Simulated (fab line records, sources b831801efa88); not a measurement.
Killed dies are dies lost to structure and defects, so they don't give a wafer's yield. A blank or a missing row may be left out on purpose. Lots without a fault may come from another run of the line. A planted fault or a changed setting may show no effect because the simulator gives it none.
One fault seen from 2 desks | flow gf180mcu | each desk has only its own numbers; what lay behind them comes last

THE TOOL OWNER'S DESK: implanter-01
The tool's own readings at GF_HV_LDD_IMPLANT_36: means of the sampled wafers that have a number, for each lot that ran on this tool. A lot is out of limits, marked OUT, if its mean lies more than 4 standard deviations from the usual mean; the brackets give that distance.
Columns: A = beam_on_s at GF_HV_LDD_IMPLANT_36, usual 10.00 s; B = faraday_current_uA at GF_HV_LDD_IMPLANT_36, usual 42.3; C = tilt_deg at GF_HV_LDD_IMPLANT_36, usual 30.003 degrees
lot  | first seen here | A    | B    | C
L236 | day 11 20:39    | 9.92 | 42.6 | 30.011
L242 | day 13 18:07    | 9.89 | 42.9 | 28.486 (-72) OUT
L243 | day 14 06:59    | 9.91 | 42.7 | 28.528 (-70) OUT
L251 | day 16 16:59    | 9.90 | 42.8 | 30.008
This desk's finding: out of limits on L242, L243; first on L242, day 13 18:07 (tilt_deg at GF_HV_LDD_IMPLANT_36). In limits: L236, L251.

THE METROLOGY DESK
What the gauges read, lot by lot, whatever tool the lot ran on: means of the sampled wafers that have a number. A lot is out of limits, marked OUT, if its mean lies more than 4 standard deviations from the usual mean; the brackets give that distance.
Columns: A = HV_LDD_RS at GF_HV_LDD_RS_MEAS_53, usual 417.9 ohm/sq; B = SAB_OVL at GF_SAB_OVL_MEAS_10, usual 1.4 nm; C = cd_nm at GF_M1_CD_MEAS_14, usual 230.0 nm
lot  | first seen here | A     | B    | C
L236 | day 12 15:40    | 417.7 | -0.6 | 228.6
L237 | day 13 02:07    | 417.6 | 3.2  | 231.2
L239 | day 13 18:14    | 418.2 | -0.1 | 230.1
L250 | day 17 07:26    | 416.8 | 1.5  | 228.6
L242 | day 17 15:00    | -     | 0.7  | 229.3
L251 | day 17 16:49    | 417.6 | 1.8  | 229.3
L243 | day 18 04:19    | -     | 2.6  | 231.4
L252 | day 18 08:13    | 418.3 | 0.8  | 230.4
L253 | day 18 11:02    | 418.4 | 2.4  | 227.8
L254 | day 18 17:24    | 417.3 | 1.1  | 230.9
L255 | day 19 03:56    | 417.5 | -0.3 | 231.1
L256 | day 19 10:04    | 420.1 | 2.4  | 229.0
L257 | day 20 04:34    | 417.4 | 2.6  | 230.8
This desk's finding: nothing out of limits on any of the 13 lots.

PUT TOGETHER
The tool owner's desk could have raised an alarm at day 13 18:07, on L242, L243.
The metrology desk saw nothing out of limits.
The metrology desk has L242, L243 on record, within its limits.
Of the lots named, all ran GF_HV_LDD_IMPLANT_36 on implanter-01.

WHAT THE SIMULATOR HAD PUT IN
Process parameter drift: implanter-01, from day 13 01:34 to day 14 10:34, at GF_HV_LDD_IMPLANT_36. Setting tilt_deg, moved by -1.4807, from 30. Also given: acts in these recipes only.
Lots struck among those shown: L242, L243.
Hours from the fault's start to each desk's first reading out of limits: the tool owner's desk, 17.
